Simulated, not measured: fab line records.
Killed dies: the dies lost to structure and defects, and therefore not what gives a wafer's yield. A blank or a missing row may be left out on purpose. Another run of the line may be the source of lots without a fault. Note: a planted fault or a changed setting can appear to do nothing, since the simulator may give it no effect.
Matching of chambers ; flow sky130 ; pecvd-03 running SKY_CONTACT_CVD_00: 3 sister chambers
The step deposits Si3N4, target thk 75 nm. 3 wafers are shown with their chamber, then 7 later ones without.

== EACH WAFER AND ITS CHAMBER ==
wafer;chamber;heater-power-w (W)
L435.2;2;786
L438.2;1;663
L438.4;0;672

== WAFERS WITHOUT THEIR CHAMBER ==
wafer;heater-power-w (W)
L438.5;719
L444.1;607
L444.3;862
L444.5;706
L446.1;767
L446.2;682
L446.4;672

== EACH ONE'S CHAMBER ==
wafer;from the rows above;in truth
L438.5;can't be placed: 0 or 1 or 2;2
L444.1;can't be placed: 1 or 0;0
L444.3;2;2
L444.5;can't be placed: 0 or 1 or 2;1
L446.1;can't be placed: 2 or 0 or 1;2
L446.2;can't be placed: 0 or 1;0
L446.4;can't be placed: 0 or 1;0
1 of 7 placed correctly. Unplaceable from these rows: 6, with the true chamber sitting among the candidates in 6. Number placed wrongly: 0.
How it was worked out, from the rows above alone: a wafer's distance from a chamber is the root of the sum, over the readings, of the square of ((its reading less the chamber's mean) divided by the reading's scatter). The wafer belongs to the nearest chamber; if the next one is less than 2 further off, it can't be placed. The mean given for a chamber averages the wafers shown for that chamber. The scatter (one wafer shown for each chamber): square how far every hidden wafer sits from the nearest shown wafer, average those squares and take the square root.
